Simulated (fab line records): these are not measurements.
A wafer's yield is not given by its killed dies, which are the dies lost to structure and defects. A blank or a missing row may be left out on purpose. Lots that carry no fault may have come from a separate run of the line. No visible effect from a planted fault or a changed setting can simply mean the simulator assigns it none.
Which of the tools did it? / flow sky130 / Sampling: 14 lots, 42 wafers, 2 of 708 route steps

WHAT EACH GAUGE READ, for each wafer
SKY_SONOS_ONO_THK_MEAS_05.
lot=L265; measured=day 11 09:28; on=film metro-02; SONOS_ONO_CVD_04_THK (nm)=5.60 5.59 5.61
lot=L266; measured=day 12 01:20; on=film metro-02; SONOS_ONO_CVD_04_THK (nm)=5.69 5.58 5.73
lot=L271; measured=day 13 20:47; on=film metro-03; SONOS_ONO_CVD_04_THK (nm)=5.84 5.82 5.68
lot=L272; measured=day 14 05:01; on=film metro-01; SONOS_ONO_CVD_04_THK (nm)=5.81 5.82 5.76
lot=L273; measured=day 14 09:50; on=film metro-01; SONOS_ONO_CVD_04_THK (nm)=5.77 5.72 5.76
lot=L274; measured=day 14 12:36; on=film metro-01; SONOS_ONO_CVD_04_THK (nm)=5.88 5.74 5.75
lot=L275; measured=day 14 22:53; on=film metro-03; SONOS_ONO_CVD_04_THK (nm)=5.67 5.71 5.57
lot=L276; measured=day 15 06:34; on=film metro-01; SONOS_ONO_CVD_04_THK (nm)=5.87 5.73 5.82
lot=L277; measured=day 15 13:09; on=film metro-03; SONOS_ONO_CVD_04_THK (nm)=5.60 5.58 5.61
lot=L280; measured=day 16 06:11; on=film metro-03; SONOS_ONO_CVD_04_THK (nm)=5.67 5.72 5.68
lot=L282; measured=day 17 04:58; on=film metro-02; SONOS_ONO_CVD_04_THK (nm)=5.66 5.60 5.77
lot=L281; measured=day 17 04:59; on=film metro-01; SONOS_ONO_CVD_04_THK (nm)=5.51 5.63 5.79
lot=L283; measured=day 17 15:10; on=film metro-01; SONOS_ONO_CVD_04_THK (nm)=5.91 5.79 5.78
lot=L288; measured=day 19 14:36; on=film metro-01; SONOS_ONO_CVD_04_THK (nm)=5.71 5.71 5.76

SKY_POLY_GATE_OVL_MEAS_14.
lot=L265; measured=day 16 04:05; on=overlay-02; POLY_GATE_OVL (nm)=7 5 5
lot=L266; measured=day 16 18:59; on=overlay-01; POLY_GATE_OVL (nm)=1 -2 3
lot=L271; measured=day 18 21:35; on=overlay-02; POLY_GATE_OVL (nm)=-2 4 2
lot=L272; measured=day 19 04:17; on=overlay-02; POLY_GATE_OVL (nm)=0 8 4
lot=L273; measured=day 19 11:46; on=overlay-02; POLY_GATE_OVL (nm)=-5 1 -2
lot=L274; measured=day 19 14:32; on=overlay-01; POLY_GATE_OVL (nm)=-1 3 -4
lot=L275; measured=day 20 06:13; on=overlay-02; POLY_GATE_OVL (nm)=2 5 -2
lot=L276; measured=day 20 13:35; on=overlay-01; POLY_GATE_OVL (nm)=8 13 8
lot=L277; measured=day 20 17:37; on=overlay-01; POLY_GATE_OVL (nm)=-1 -1 2
lot=L280; measured=day 21 15:28; on=overlay-01; POLY_GATE_OVL (nm)=1 5 -3
lot=L282; measured=day 22 12:32; on=overlay-01; POLY_GATE_OVL (nm)=3 6 -1
lot=L281; measured=day 22 11:47; on=overlay-01; POLY_GATE_OVL (nm)=0 8 6
lot=L283; measured=day 23 00:43; on=overlay-02; POLY_GATE_OVL (nm)=4 -1 0
lot=L288; measured=day 25 01:26; on=overlay-02; POLY_GATE_OVL (nm)=-6 -11 -11

WHAT TOOL EACH LOT RAN ON (gives the tool, then ch and the chambers of the sampled wafers, and finally the start)
The record holds no process step before these readings.

AS READ BY THE TOOLS THEMSELVES (means over the sampled wafers that have a number; for cases with no such wafer, the mark the record gives instead)
The record holds no such reading with a usual standard deviation.

THE ANSWER, worked out from the rows above alone
Rule: what is usual is taken from the lots themselves. Put in order of their means at a reading, lots are off if they are a third of the lots or fewer, leave a main group of 4 or more, and stand apart from it by a gap of 3 or more times the standard deviation of the main group's means; of several such gaps the widest counts. Not used: any main group whose means are identical at the precision the tables above print for the reading. A lot without any number at a reading at which 4 lots or more have one is off too. All remaining lots with rows at the step are treated as sound. After the gauges, taken in route order, come the tools' own readings; for these a lot's mean is taken, as printed above. The first step at which some lot is off is used, and at that step the reading that is off furthest; a lot without a number counts as furthest.
None of the lots is off at any reading shown; this tells nothing.

WHAT WAS PUT IN BY THE SIMULATOR
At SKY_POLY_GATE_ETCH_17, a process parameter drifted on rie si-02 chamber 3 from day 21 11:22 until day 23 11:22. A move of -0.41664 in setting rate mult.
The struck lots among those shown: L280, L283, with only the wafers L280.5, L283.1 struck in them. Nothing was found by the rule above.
